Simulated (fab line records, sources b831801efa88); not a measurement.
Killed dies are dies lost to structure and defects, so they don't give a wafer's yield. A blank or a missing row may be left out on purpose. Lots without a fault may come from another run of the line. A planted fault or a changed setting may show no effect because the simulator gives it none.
fab line records | flow sky130
record lots=6 wafers=18 last_day=50
route steps=708 shown VIA2@516 METAL3@532 CAPM@537 PAD_OPEN@708
lots that met no fault: from a run of the same line without faults
start_h: hours from the record's first day to the start of the lot's first wafer shown | wait_h: hours since the lot's step before | " the same as in the row above | L1.1+2: a row that stands for several wafers | - no value, or no start given | * or withheld: withheld | < > ~ a bound
route shown NAME@n: a module of which the file shows steps, and the number in the route of the first | usual: mean/standard deviation of fault-free wafers | same: alike in all rows | chamber/n: place in a boat | sites: the reading at each site | _std_site: their standard deviation | _edge_site: outer sites' mean less inner sites' | radius_mm: how far each site lies from the wafer's centre | mask NAME#n: copy n | behind: the tool/chamber that last shaped the wafer | hold: why the lot was held/for how many hours/how that ended | device: the transistor (n, p or np) that didn't switch | end of line: the same wafers' tests at the end of the route | a step without rows: its recipe alone | killed: dies lost to structure and defects at the first sort, not the wafer's yield | map: a wafer's dies, x killed, . not, _ none there
set.NAME: the setting as run; set.NAME@STEP: as run at that earlier step | model.NAME: the simulator's own value behind a step, which no gauge read
lots at some steps of the route; a table a step, a row a wafer
services: from which hour (start_h, from the record's first day; less than 0 if before it) a tool's chamber was out of use, for how many hours, and why
## steps
# step SKY_VIA2_EXPOSE_09
# recipe mask_id=VIM2 na=0.8 source_shape=annular sigma_inner=0.55 sigma_outer=0.85 target_cd_nm=200 dose_mj=38
# step SKY_VIA2_PEB_10
# recipe peb_temp_c=withheld peb_time_s=withheld resist=KrF-thick
# step SKY_VIA2_DEVELOP_11
# recipe develop_time_s=60 resist=KrF-thick dev_temp_c=21
# step SKY_VIA2_CD_MEAS_12
# recipe target_cd_nm=200
# usual cd_nm=200.3/1.4
# columns lot.wafer tool chamber start_h wait_h cd_nm
L700.2 cd_sem-02 - 851.08 - 201.5
L700.3 " - " " 200.3
L700.4 " - " " 201.1
L705.2 cd_sem-02 - 886.37 - 200.4
L705.3 " - " " 201.6
L705.6 " - " " 199.8
L706.3 cd_sem-02 - 893.74 - 200.3
L706.4 " - " " 198.7
L706.6 " - " " 200.7
L708.3 cd_sem-02 - 913.05 - 202.0
L708.5 " - " " 202.1
L708.6 " - " " 203.1
L720.2 cd_sem-02 - 994.23 - 197.4
L720.4 " - " " 198.3
L720.5 " - " " 196.7
L721.2 cd_sem-02 - 995.57 - 199.2
L721.3 " - " " 199.4
L721.6 " - " " 200.8
# step SKY_VIA2_OVL_MEAS_13
# usual VIA2_OVL=3/4.3
# columns lot.wafer tool chamber start_h wait_h VIA2_OVL[nm]
L700.2 overlay-02 - 851.19 0.1 -4
L700.3 " - " " 2
L700.4 " - " " 1
L705.2 overlay-02 - 886.47 0.1 7
L705.3 " - " " 4
L705.6 " - " " 8
L706.3 overlay-02 - 893.83 0.1 3
L706.4 " - " " 12
L706.6 " - " " 8
L708.3 overlay-01 - 913.15 0.1 5
L708.5 " - " " 5
L708.6 " - " " 1
L720.2 overlay-01 - 994.34 0.1 8
L720.4 " - " " 1
L720.5 " - " " 0
L721.2 overlay-01 - 995.67 0.1 12
L721.3 " - " " 1
L721.6 " - " " 3
# step SKY_VIA2_ETCH_14
# recipe chemistry=N2/H2 target=BARC ion_energy_ev=200 source_w=500 bias_w=100 pressure_mtorr=30 n2_flow_sccm=100 h2_flow_sccm=200 stop_on=SiO2 time_s=45.9 target_depth_a=600
# step SKY_VIA2_ETCH_15
# recipe target=SiO2 chemistry=C4F8/O2/Ar target_depth_nm=546 stop_on=TiN mask_material=KrF-thick source_w=1500 bias_w=1200 pressure_mtorr=40 c4f8_flow_sccm=withheld O2_flow_sccm=6 Ar_flow_sccm=300 time_s=84
# usual bias_w=1201/3.6 oes_product_au=0.939/0.0049 rf_fwd_power_W=1489/5.9
# columns lot.wafer tool chamber start_h wait_h bias_w oes_product_au rf_fwd_power_W rf_hours_counter_h
L700.2 rie_diel-04 0 851.26 0.0 1205 0.937 1493 14
L700.3 " 3 " " 1201 0.929 1488 11
L700.4 " 2 " " 1195 0.938 1502 9
L705.2 rie_diel-03 0 886.54 0.0 1203 0.941 1488 28
L705.3 " 1 " " 1201 0.938 1490 26
L705.6 " 0 " " 1200 0.931 1497 -
L706.3 rie_diel-03 3 893.89 0.0 1207 0.938 1495 23
L706.4 " 2 " " 1198 0.936 1474 21
L706.6 " 3 " " 1206 0.929 1495 -
L708.3 rie_diel-01 3 913.21 0.0 1203 0.934 1484 16
L708.5 " 3 " " 1206 0.931 1486 -
L708.6 " 2 " " 1199 0.935 1484 -
L720.2 rie_diel-04 0 994.41 0.0 1196 0.936 1501 17
L720.4 " 3 " " 1198 0.942 1490 15
L720.5 " 0 " " 1202 0.933 1492 -
L721.2 rie_diel-01 1 995.75 0.0 1210 0.947 1492 14
L721.3 " 2 " " 1203 0.937 1483 10
L721.6 " 0 " " 1197 0.944 1490 -
# step SKY_VIA2_STRIP_16
# recipe chemistry=O2/N2 power_w=1400 pressure_mtorr=1500 platen_temp_c=withheld o2_flow_sccm=3000 n2_flow_sccm=300 overash_fraction=0.5
# step SKY_VIA2_STRIP_17
# recipe chemistry=post_etch_residue_remover time_s=1200 temp_c=72.5
# step SKY_VIA2_CLEAN_18
# recipe chemistry=IPA time_s=180 temp_c=25
# step SKY_VIA2_CLEAN_19
# recipe chemistry=O3/DIW dry=n2_spin
# step SKY_VIA2_SPUTTER_20
# recipe material=TiN target_thk_nm=20 chamber_pressure_pa=5 power_w=4000 time_s=80
# usual throttle_valve_pct=30.8/1.3
# columns lot.wafer tool chamber start_h wait_h throttle_valve_pct
L700.2 pvd_sputter-03 - 851.95 0.0 32.8
L700.3 " - " " 29.6
L700.4 " - " " 31.2
L705.2 pvd_sputter-03 - 887.20 0.0 29.6
L705.3 " - " " 29.5
L705.6 " - " " 33.1
L706.3 pvd_sputter-03 - 894.57 0.0 29.5
L706.4 " - " " 33.3
L706.6 " - " " 29.5
L708.3 pvd_sputter-03 - 913.91 0.0 31.1
L708.5 " - " " 31.1
L708.6 " - " " 33.2
L720.2 pvd_sputter-02 - 995.07 0.0 32.3
L720.4 " - " " 29.5
L720.5 " - " " 32.2
L721.2 pvd_sputter-02 - 996.80 0.0 30.1
L721.3 " - " " 32.2
L721.6 " - " " 31.2
# step SKY_VIA2_CVD_21
# recipe material=W target_thk_nm=420 time_s=126.4 temp_c=400 pressure_torr=40
# usual heater_power_w=918/97
# columns lot.wafer tool chamber start_h wait_h heater_power_w
L700.2 cvd_w-01 0 852.01 0.0 949
L700.3 " 0 " " 955
L700.4 " 1 " " 988
L705.2 cvd_w-02 1 887.26 0.0 793
L705.3 " 1 " " 795
L705.6 " 1 " " 777
L706.3 cvd_w-02 0 894.68 0.1 1032
L706.4 " 1 " " 801
L706.6 " 0 " " 1016
L708.3 cvd_w-02 1 914.01 0.1 802
L708.5 " 1 " " 785
L708.6 " 0 " " 1058
L720.2 cvd_w-01 1 995.13 0.0 971
L720.4 " 1 " " 965
L720.5 " 1 " " 950
L721.2 cvd_w-01 1 996.87 0.0 950
L721.3 " 1 " " 931
L721.6 " 1 " " 937
# step SKY_VIA2_RS_MEAS_22
# recipe thk_meas_gauge=four-point-probe reads=W_of_VIA2_CVD_21+TiN_of_VIA2_SPUTTER_20
# usual VIA2_W_RS=0.2744/0.0027
# columns lot.wafer tool chamber start_h wait_h VIA2_W_RS[ohm/sq]
L700.2 film_metro-01 - 852.17 0.1 0.2791
L700.3 " - " " 0.2754
L700.4 " - " " 0.2774
L705.2 film_metro-01 - 887.41 0.1 0.2754
L705.3 " - " " 0.2792
L705.6 " - " " 0.2791
L706.3 film_metro-01 - 894.80 0.1 0.2721
L706.4 " - " " 0.2758
L706.6 " - " " 0.2742
L708.3 film_metro-03 - 914.14 0.1 0.2745
L708.5 " - " " 0.2754
L708.6 " - " " 0.2729
L720.2 film_metro-03 - 995.28 0.1 0.2743
L720.4 " - " " 0.2710
L720.5 " - " " 0.2716
L721.2 film_metro-04 - 997.02 0.1 0.2689
L721.3 " - " " 0.2679
L721.6 " - " " 0.2682
# step SKY_VIA2_THK_MEAS_23
# recipe thk_meas_gauge=xrf reads=W_of_VIA2_CVD_21
# usual VIA2_W_THK=430/7.4
# columns lot.wafer tool chamber start_h wait_h VIA2_W_THK[nm]
L700.2 film_metro-01 - 852.28 0.1 416
L700.3 " - " " 423
L700.4 " - " " 422
L705.2 film_metro-01 - 887.52 0.1 427
L705.3 " - " " 419
L705.6 " - " " 417
L706.3 film_metro-01 - 894.90 0.1 425
L706.4 " - " " 421
L706.6 " - " " 424
L708.3 film_metro-03 - 914.24 0.1 433
L708.5 " - " " 429
L708.6 " - " " 434
L720.2 film_metro-03 - 995.39 0.1 439
L720.4 " - " " 442
L720.5 " - " " 442
L721.2 film_metro-04 - 997.13 0.1 440
L721.3 " - " " 441
L721.6 " - " " 445
# step SKY_VIA2_CMP_24
# recipe stop_on=SiO2 t_overpolish_s=20 down_force_psi=3.5 platen_rpm=60 target_thk_nm=0 pad_velocity_m_s=0.94248
# usual motor_current_A=11.1/1.2 overpolish_run_s=19.999/0.0094 time_to_endpoint_s=100/3.1
# columns lot.wafer tool chamber start_h wait_h motor_current_A overpolish_run_s time_to_endpoint_s
L700.3 cmp-01 3 852.33 0.0 10.1 20.000 100
L700.4 " 0 " " 10.6 19.992 98
L700.2 " 1 " " 10.8 19.979 97
L705.2 cmp-02 2 887.67 0.1 10.6 20.001 96
L705.3 " 3 " " 12.1 20.008 91
L705.6 " 0 " " 10.1 19.999 94
L706.3 cmp-01 0 894.99 0.1 10.3 20.020 98
L706.4 " 1 " " 11.0 20.001 99
L706.6 " 3 " " 10.0 19.992 106
L708.3 cmp-02 1 914.66 0.4 12.1 20.007 97
L708.5 " 2 " " 10.5 20.008 98
L708.6 " 3 " " 13.3 20.003 97
L720.2 cmp-01 0 995.44 0.0 10.5 19.986 98
L720.4 " 2 " " 9.9 20.001 106
L720.5 " 1 " " 11.5 19.993 97
L721.3 cmp-01 3 997.23 0.1 10.2 20.007 102
L721.2 " 1 " " 11.7 19.995 104
L721.6 " 3 " " 9.9 19.989 109
# step SKY_METAL3_SPUTTER_00
# recipe material=Ti target_thk_nm=15 power_w=3000 time_s=10 chamber_pressure_pa=0.4
# step SKY_METAL3_SPUTTER_01
# recipe material=TiN target_thk_nm=20 power_w=6500 time_s=16.7 chamber_pressure_pa=0.4
# step SKY_METAL3_SPUTTER_02
# recipe material=AlCu target_thk_nm=735 power_w=10600 time_s=39.1 chamber_pressure_pa=0.4
# usual throttle_valve_pct=30.6/1
# columns lot.wafer tool chamber start_h wait_h throttle_valve_pct
L700.2 pvd_sputter-03 - 852.68 0.0 29.7
L700.3 " - " " 30.9
L700.4 " - " " 29.5
L705.2 pvd_sputter-02 - 887.92 0.0 32.0
L705.3 " - " " 31.3
L705.6 " - " " 32.0
L706.3 pvd_sputter-02 - 895.29 0.0 30.1
L706.4 " - " " 29.7
L706.6 " - " " 31.7
L708.3 pvd_sputter-02 - 914.86 0.0 31.5
L708.5 " - " " 30.3
L708.6 " - " " 29.5
L720.2 pvd_sputter-03 - 995.79 0.0 29.9
L720.4 " - " " 29.4
L720.5 " - " " 29.5
L721.2 pvd_sputter-04 - 997.52 0.0 30.3
L721.3 " - " " 29.2
L721.6 " - " " 30.9
# step SKY_METAL3_SPUTTER_03
# recipe material=Ti target_thk_nm=5 power_w=3000 time_s=3.3 chamber_pressure_pa=0.4
# step SKY_METAL3_SPUTTER_04
# recipe material=TiN target_thk_nm=70 power_w=6500 time_s=58.3 chamber_pressure_pa=0.4
# step SKY_CAPM_CVD_00
# recipe material=SiO2 target_thk_nm=15.5 temp_c=400 time_s=withheld rf_w=450
# step SKY_CAPM_THK_MEAS_01
# recipe reads=SiO2_of_CAPM_CVD_00
# usual CAPM_CVD_00_THK=15.52/0.22
# columns lot.wafer tool chamber start_h wait_h CAPM_CVD_00_THK[nm]
L700.2 film_metro-02 - 852.82 - 15.19
L700.3 " - " " 15.08
L700.4 " - " " 15.22
L705.2 film_metro-02 - 888.07 - 15.41
L705.3 " - " " 15.76
L705.6 " - " " 15.44
L706.3 film_metro-03 - 895.45 - 15.61
L706.4 " - " " 15.37
L706.6 " - " " 15.40
L708.3 film_metro-03 - 915.01 - 15.31
L708.5 " - " " 15.77
L708.6 " - " " 15.40
L720.2 film_metro-03 - 995.93 - 15.14
L720.4 " - " " 15.42
L720.5 " - " " 15.39
L721.2 film_metro-01 - 997.66 - 15.66
L721.3 " - " " 15.24
L721.6 " - " " 15.80
# step SKY_CAPM_SPUTTER_02
# recipe material=TiN target_thk_nm=200 temp_c=300 power_w=6500 time_s=166.7 chamber_pressure_pa=0.4
# usual throttle_valve_pct=30.6/0.95
# columns lot.wafer tool chamber start_h wait_h throttle_valve_pct
L700.2 pvd_sputter-01 - 852.87 0.0 30.2
L700.3 " - " " 29.7
L700.4 " - " " 29.9
L705.2 pvd_sputter-01 - 888.12 0.0 32.1
L705.3 " - " " 29.7
L705.6 " - " " 29.7
L706.3 pvd_sputter-02 - 895.49 0.0 30.4
L706.4 " - " " 31.5
L706.6 " - " " 31.3
L708.3 pvd_sputter-04 - 915.05 0.0 29.2
L708.5 " - " " 30.1
L708.6 " - " " 29.2
L720.2 pvd_sputter-04 - 995.98 0.0 29.1
L720.4 " - " " 31.1
L720.5 " - " " 30.7
L721.2 pvd_sputter-02 - 997.71 0.0 31.3
L721.3 " - " " 32.3
L721.6 " - " " 29.7
# step SKY_CAPM_RS_MEAS_03
# recipe thk_meas_gauge=four-point-probe reads=TiN_of_CAPM_SPUTTER_02
# usual CAPM_TIN_RS=6.90/0.078
# columns lot.wafer tool chamber start_h wait_h CAPM_TIN_RS[ohm/sq]
L700.2 film_metro-01 - 853.00 0.1 6.98
L700.3 " - " " 7.06
L700.4 " - " " 7.02
L705.2 film_metro-03 - 888.25 0.1 6.99
L705.3 " - " " 7.02
L705.6 " - " " 6.97
L706.3 film_metro-02 - 895.64 0.1 6.98
L706.4 " - " " 6.88
L706.6 " - " " 6.91
L708.3 film_metro-02 - 915.20 0.1 7.04
L708.5 " - " " 6.97
L708.6 " - " " 7.00
L720.2 film_metro-01 - 996.11 0.1 6.90
L720.4 " - " " 6.79
L720.5 " - " " 6.90
L721.2 film_metro-02 - 997.84 0.1 6.92
L721.3 " - " " 7.03
L721.6 " - " " 6.99
# step SKY_CAPM_THK_MEAS_04
# recipe thk_meas_gauge=xrf reads=TiN_of_CAPM_SPUTTER_02
# usual CAPM_TIN_THK=201.6/2.8
# columns lot.wafer tool chamber start_h wait_h CAPM_TIN_THK[nm]
L700.2 film_metro-01 - 853.11 0.1 200.4
L700.3 " - " " 198.5
L700.4 " - " " 200.0
L705.2 film_metro-03 - 888.36 0.1 200.5
L705.3 " - " " 199.6
L705.6 " - " " 200.9
L706.3 film_metro-02 - 895.74 0.1 198.5
L706.4 " - " " 200.7
L706.6 " - " " 199.2
L708.3 film_metro-02 - 915.30 0.1 196.9
L708.5 " - " " 198.0
L708.6 " - " " 197.1
L720.2 film_metro-01 - 996.22 0.1 203.2
L720.4 " - " " 206.5
L720.5 " - " " 203.0
L721.2 film_metro-02 - 997.95 0.1 200.5
L721.3 " - " " 197.9
L721.6 " - " " 198.4
# step SKY_CAPM_DEHYDRATE_05
# recipe temp_c=200 time_s=60
# step SKY_CAPM_HMDS_06
# recipe prime_time_s=60 prime_temp_c=120
# step SKY_CAPM_COAT_07
# recipe resist=NOVOLAK spin_rpm=2965 resist_thk_nm=1140
# step SKY_CAPM_SOFTBAKE_08
# recipe temp_c=90 time_s=60 resist=NOVOLAK
# step SKY_CAPM_EXPOSE_09
# recipe mask_id=CAPM na=0.6 source_shape=conventional sigma_outer=0.6 polarization=unpolarized target_cd_nm=1000 dose_mj=159
# step SKY_CAPM_PEB_10
# recipe temp_c=withheld time_s=* resist=NOVOLAK
# step SKY_CAPM_DEVELOP_11
# recipe resist=NOVOLAK developer=TMAH develop_time_s=60 dev_temp_c=23
# step SKY_CAPM_OVL_MEAS_12
# usual CAPM_OVL=-1.7/1.6
# columns lot.wafer tool chamber start_h wait_h CAPM_OVL[nm]
L700.2 overlay-01 - 879.55 0.1 -1.0
L700.3 " - " " 0.8
L700.4 " - " " 0.5
L705.2 overlay-02 - 913.14 0.1 -4.1
L705.3 " - " " -3.3
L705.6 " - " " -3.0
L706.3 overlay-02 - 920.89 0.1 -0.6
L706.4 " - " " -0.1
L706.6 " - " " -0.8
L708.3 overlay-01 - 939.56 0.1 -2.4
L708.5 " - " " -2.0
L708.6 " - " " -1.7
L720.2 overlay-01 - 1018.90 0.1 -1.2
L720.4 " - " " -1.1
L720.5 " - " " 0.6
L721.2 overlay-01 - 1020.50 0.1 -0.7
L721.3 " - " " -0.3
L721.6 " - " " 1.3
# step SKY_CAPM_METAL_ETCH_13
# recipe target_depth_nm=220 stop_on=SiO2 chemistry=Cl2/BCl3 target=TiN pressure_mtorr=10 icp_w=900 bias_w=48.5 Cl2_flow_sccm=60 bcl3_flow_sccm=30 time_s=62.9
# step SKY_CAPM_STRIP_14
# recipe chemistry=O2/N2 power_w=1400 pressure_mtorr=1500 platen_temp_c=withheld o2_flow_sccm=3000 n2_flow_sccm=300 overash_fraction=0.5
# step SKY_CAPM_STRIP_15
# recipe chemistry=post_etch_residue_remover time_s=1200 temp_c=72.5
# step SKY_CAPM_CLEAN_16
# recipe chemistry=IPA time_s=180 temp_c=25
# step SKY_CAPM_CLEAN_17
# recipe chemistry=O3/DIW dry=n2_spin
# step SKY_METAL3_DEHYDRATE_05
# recipe temp_c=200 time_s=60
# step SKY_METAL3_HMDS_06
# recipe prime_time_s=60 prime_temp_c=120
# step SKY_METAL3_COAT_07
# recipe resist=BARC temp_c=withheld time_s=withheld spin_rpm=3000 resist_thk_nm=60
# step SKY_PAD_OPEN_PROBE_99
# usual defect_limited_yield=82.3/1.9 killed_at_M0_to_M3=44/7.4 killed_at_M4_up=3.2/1.8 killed_at_contacts=25/5.2 killed_at_front_end=15/4.5 killed_at_other=0.2/0.43 killed_dies=87/9.6 killed_on_rim=17/3.9 killed_open=48/7.6 killed_short=40/5.7 sort_bin_3_pad_short=0.9/0.45 sort_bin_5_function=10.5/1.5 sort_bin_6_memory=6.3/1.2 sort_n_pass=405/9.6 sort_yield_pct=82.3/1.9
# same gross_dies=492 killed_at_back_side=0 sort_bin_4_leakage[%]=0 sort_bin_8_speed[%]=0
# columns lot.wafer tool chamber start_h wait_h defect_limited_yield[%] killed_at_M0_to_M3 killed_at_M4_up killed_at_contacts killed_at_front_end killed_at_other killed_dies killed_on_rim killed_open killed_short sort_bin_3_pad_short[%] sort_bin_5_function[%] sort_bin_6_memory[%] sort_n_pass sort_yield_pct[%] model.etest.tester.sort_n_pass model.etest.tester.sort_yield_pct model.etest.tester.sort_bin_5_pct model.etest.tester.sort_bin_3_pct
L700.2 prober-01 - 1077.28 0.1 83.3 40 6 15 21 0 82 14 46 36 0.6 10.0 6.1 410 83.3 410 83.33 9.959 0.6098
L700.3 prober-01 - 1077.33 0.2 82.9 41 3 24 15 1 84 11 43 41 0.6 12.2 4.3 408 82.9 408 82.93 12.2 0.6098
L700.4 prober-01 - 1077.38 0.2 81.1 55 6 21 11 0 93 18 59 34 1.0 10.8 7.1 399 81.1 399 81.1 10.77 1.016
L705.2 prober-02 - 1107.00 0.1 79.3 54 4 31 13 0 102 25 54 48 1.2 12.0 7.5 390 79.3 390 79.27 11.99 1.22
L705.3 prober-02 - 1107.05 0.2 81.7 44 2 30 13 1 90 16 55 35 0.8 10.0 7.5 402 81.7 402 81.71 9.959 0.813
L705.6 prober-02 - 1107.20 0.2 81.9 47 3 20 19 0 89 11 42 47 0.8 10.2 7.1 403 81.9 403 81.91 10.16 0.813
L706.3 prober-01 - 1112.50 0.2 82.3 40 3 26 18 0 87 13 44 43 0.8 10.8 6.1 405 82.3 405 82.32 10.77 0.813
L706.4 prober-01 - 1112.55 0.2 81.3 44 4 29 14 1 92 21 48 44 0.4 10.0 8.3 400 81.3 400 81.3 9.959 0.4065
L706.6 prober-01 - 1112.65 0.2 81.3 52 1 20 19 0 92 26 44 48 1.0 12.2 5.5 400 81.3 400 81.3 12.2 1.016
L708.3 prober-01 - 1125.43 0.2 84.6 27 1 29 19 0 76 16 41 35 0.6 9.3 5.5 416 84.6 416 84.55 9.35 0.6098
L708.5 prober-01 - 1125.53 0.2 81.9 41 6 18 24 0 89 23 50 39 0.8 9.8 7.5 403 81.9 403 81.91 9.756 0.813
L708.6 prober-01 - 1125.58 0.2 82.3 45 4 11 27 0 87 20 46 41 1.2 11.8 4.7 405 82.3 405 82.32 11.79 1.22
L720.2 prober-01 - 1188.07 0.1 79.1 64 3 21 15 0 103 24 31 35 1.8 13.0 6.1 389 79.1 389 79.06 13.01 1.829
L720.4 prober-01 - 1188.17 0.2 75.2 78 2 24 18 0 122 28 48 39 1.6 15.7 7.5 370 75.2 370 75.2 15.65 1.626
L720.5 prober-01 - 1188.22 0.2 76.4 74 5 26 11 0 116 28 46 32 2.2 15.9 5.5 376 76.4 376 76.42 15.85 2.236
L721.2 prober-02 - 1189.97 0.1 79.3 66 2 27 7 0 102 18 32 30 3.0 13.0 4.7 390 79.3 390 79.27 13.01 3.049
L721.3 prober-02 - 1190.02 0.2 74.0 87 3 26 12 0 128 31 56 34 3.0 15.2 7.7 364 74.0 364 73.98 15.24 3.049
L721.6 prober-02 - 1190.17 0.2 73.2 78 7 29 18 0 132 30 46 51 2.0 17.5 7.3 360 73.2 360 73.17 17.48 2.033
# killed by level:class
L700.2 VIA1:geometric_particle:open=9 VIA2:geometric_particle:open=8 LI_CONTACT:geometric_particle:open=6 METAL1:geometric_particle:short=6 POLY_GATE:geometric_particle:open=5 CONTACT:geometric_particle:open=4 POLY_GATE:geometric_particle:short=4 METAL2:geometric_particle:short=4
L700.3 CONTACT:geometric_particle:open=9 VIA2:geometric_particle:open=8 VIA1:geometric_particle:open=7 METAL2:geometric_particle:short=6 FIELD_ISO:geometric_particle:open=5 VIA3:geometric_particle:open=5 CONTACT:geometric_particle:short=5 FIELD_ISO:geometric_particle:short=4
L700.4 VIA1:geometric_particle:open=13 VIA3:geometric_particle:open=11 VIA2:geometric_particle:open=9 LI_CONTACT:geometric_particle:open=7 CONTACT:geometric_particle:open=7 VIA1:geometric_particle:short=6 POLY_GATE:geometric_particle:short=4 METAL3:geometric_particle:short=4
L705.2 VIA2:geometric_particle:open=12 VIA1:geometric_particle:open=10 CONTACT:geometric_particle:open=9 METAL1:geometric_particle:short=9 LI_CONTACT:geometric_particle:open=7 VIA1:geometric_particle:short=6 LI_CONTACT:geometric_particle:short=5 LOCAL_INTERCONNECT:geometric_particle:short=5
L705.3 CONTACT:geometric_particle:open=15 VIA1:geometric_particle:open=13 VIA2:geometric_particle:open=9 CONTACT:geometric_particle:short=5 VIA1:geometric_particle:short=5 POLY_GATE:geometric_particle:open=4 LI_CONTACT:geometric_particle:open=4 METAL1:geometric_particle:short=4
L705.6 METAL2:geometric_particle:short=10 CONTACT:geometric_particle:open=9 VIA1:geometric_particle:open=7 VIA3:geometric_particle:short=6 FIELD_ISO:geometric_particle:short=5 VIA2:geometric_particle:open=5 CONTACT:geometric_particle:short=5 FIELD_ISO:geometric_particle:open=4
L706.3 LI_CONTACT:geometric_particle:open=8 CONTACT:geometric_particle:open=8 CONTACT:geometric_particle:short=7 VIA1:geometric_particle:open=7 VIA3:geometric_particle:open=7 METAL2:geometric_particle:short=6 METAL1:geometric_particle:short=5 VIA1:geometric_particle:short=5
L706.4 LI_CONTACT:geometric_particle:open=10 CONTACT:geometric_particle:open=10 VIA1:geometric_particle:open=8 METAL2:geometric_particle:short=8 CONTACT:geometric_particle:short=7 VIA3:geometric_particle:open=6 FIELD_ISO:geometric_particle:short=5 VIA1:geometric_particle:short=5
L706.6 CONTACT:geometric_particle:open=9 METAL1:geometric_particle:short=8 VIA1:geometric_particle:short=8 VIA2:geometric_particle:open=7 VIA1:geometric_particle:open=7 LI_CONTACT:geometric_particle:open=6 METAL2:geometric_particle:short=6 POLY_GATE:geometric_particle:open=5
L708.3 CONTACT:geometric_particle:open=10 VIA1:geometric_particle:open=8 CONTACT:geometric_particle:short=7 LI_CONTACT:geometric_particle:open=6 FIELD_ISO:geometric_particle:short=5 POLY_GATE:geometric_particle:open=5 METAL3:geometric_particle:short=5 POLY_GATE:geometric_particle:short=4
L708.5 VIA1:geometric_particle:open=10 CONTACT:geometric_particle:open=9 VIA2:geometric_particle:open=8 POLY_GATE:geometric_particle:open=7 POLY_GATE:geometric_particle:short=7 METAL2:geometric_particle:short=4 VIA3:geometric_particle:short=4 LOCAL_INTERCONNECT:geometric_particle:short=3
L708.6 VIA1:geometric_particle:open=10 POLY_GATE:geometric_particle:short=8 METAL2:geometric_particle:short=7 FIELD_ISO:geometric_particle:open=6 POLY_GATE:geometric_particle:open=6 LI_CONTACT:geometric_particle:open=5 METAL3:geometric_particle:short=5 VIA3:geometric_particle:open=5
L720.2 VIA2:unspecified=37 CONTACT:geometric_particle:open=8 POLY_GATE:geometric_particle:short=6 METAL1:geometric_particle:short=6 VIA2:geometric_particle:open=5 LOCAL_INTERCONNECT:geometric_particle:short=5 FIELD_ISO:geometric_particle:open=4 CONTACT:geometric_particle:short=4
L720.4 VIA2:unspecified=35 CONTACT:geometric_particle:open=12 VIA1:geometric_particle:open=8 POLY_GATE:geometric_particle:open=6 METAL1:geometric_particle:short=6 CONTACT:geometric_particle:short=5 METAL2:geometric_particle:short=5 VIA2:geometric_particle:open=5
L720.5 VIA2:unspecified=38 LI_CONTACT:geometric_particle:open=9 VIA1:geometric_particle:open=9 CONTACT:geometric_particle:open=8 VIA3:geometric_particle:open=5 METAL2:geometric_particle:short=5 LOCAL_INTERCONNECT:geometric_particle:short=4 METAL1:geometric_particle:short=4
L721.2 VIA2:unspecified=40 CONTACT:geometric_particle:open=13 LI_CONTACT:geometric_particle:open=6 METAL2:geometric_particle:short=5 VIA1:geometric_particle:short=4 LOCAL_INTERCONNECT:geometric_particle:short=4 POLY_GATE:geometric_particle:short=3 CONTACT:geometric_particle:short=3
L721.3 VIA2:unspecified=38 CONTACT:geometric_particle:open=14 VIA3:geometric_particle:open=10 VIA1:geometric_particle:open=10 VIA1:geometric_particle:short=6 LOCAL_INTERCONNECT:geometric_particle:short=5 POLY_GATE:geometric_particle:open=4 VIA2:geometric_particle:open=4
L721.6 VIA2:unspecified=35 VIA1:geometric_particle:open=12 METAL1:geometric_particle:short=9 LI_CONTACT:geometric_particle:short=8 POLY_GATE:geometric_particle:short=7 CONTACT:geometric_particle:open=7 VIA1:geometric_particle:short=6 LI_CONTACT:geometric_particle:open=5
# map L720.4 (x killed, . not)
__________....x.x.xx_________
________.......x.x...x_______
______....xx..........xx_____
_____.....x............x.____
____............x....x.xxx___
___....x....xx......xxxxxxx__
__x..........x.....xx.xxxxxx_
_........x............xxxxxxx
_xx..xxx....xx....x....xxxxxx
_......x...x....x...x..x.xxxx
_..x.xx............x....x.x.x
_..x..x...x.x..xx............
_.x.x......x..........x....x.
_...................xxx...x.x
_xx.x.x...............x...xx.
__...x....x....x......x.xx.._
___...x.......x..x...xx....__
____.......x.x..........x.___
_____....x.x.......xx....____
______.....x.....x......_____
________.......x.....x_______
__________.x........_________
# map L721.6 (x killed, . not)
__________x.x.x..x.._________
________......x......._______
______..............x.x._____
_____x.x............xx..x____
____...x..x.....x......xxx___
___.....x....x...x.....xxxx__
__.....x............xx.xxxxx_
_.........xxx.x......x.xxxxxx
_.x.x.xx...x.x....x..xxx.xxxx
_x.xx...x..x....x.....xxxxxxx
_..x.x....x....xx.......x.xxx
_........x............xxxx...
_...x......x.x...xx.....x....
_.x....xx.......x....x.....x.
_.x.......x.x...xx.....x.....
__....x...x.x.....x........._
___.......x.x...x...xxx....__
____............x....x.xx.___
_____.x.....x........x...____
______..x........xxx.xx._____
________.x........x.x._______
__________....xx.x.._________
## services
# columns tool chamber start_h hours kind
pvd_sputter-02 - 854.54 4.9 repair
rie_diel-04 1 855.31 9.0 repair
rie_diel-04 0 876.94 11.7 repair
pvd_sputter-03 - 879.64 4.4 repair
pvd_sputter-03 - 883.67 0.6 repair
pvd_sputter-01 - 894.88 70.8 repair
cvd_w-01 - 904.00 14.0 pm
cmp-01 - 909.97 4.5 pm
cmp-01 - 914.47 4.0 pm
pvd_sputter-02 1 914.97 - consumable_replace:kit
cmp-01 - 921.49 1.1 repair
cvd_w-01 - 925.67 14.6 pm
rie_diel-03 3 934.45 3.5 repair
rie_diel-01 3 940.18 12.8 repair
rie_diel-01 0 940.48 4.9 repair
cvd_w-01 0 950.39 3.6 repair
cmp-02 - 960.90 3.4 repair
cmp-01 - 966.32 6.6 pm
rie_diel-03 - 978.99 2.0 repair
pvd_sputter-04 - 983.36 7.5 repair
rie_diel-03 - 984.03 2.1 repair
rie_diel-01 3 991.90 7.3 repair
pvd_sputter-03 - 993.22 1.9 repair
cvd_w-02 1 995.65 2.1 repair
## key
first_sign step=SKY_PAD_OPEN_PROBE_99 reading=killed_at_M0_to_M3 direction=up sigmas=4.1 usual=44 struck=74
effect step=SKY_PAD_OPEN_PROBE_99 reading=sort_n_pass direction=down sigmas=3.1 usual=405 struck=375
model_effect step=SKY_PAD_OPEN_PROBE_99 value=etest.tester.sort_n_pass without=407.8 struck=374.8
met_at SKY_VIA2_CVD_21
struck_wafers L720.2,L720.4,L720.5,L721.2,L721.3,L721.6
onset_between 852.01 995.13
also_fits time
fault kind=chamber_particle_source tool=cvd_w-01 chamber=- onset_h=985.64 steps=SKY_VIA2_CVD_21 rate_per_visit_cm2=0.92297 end_h=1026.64
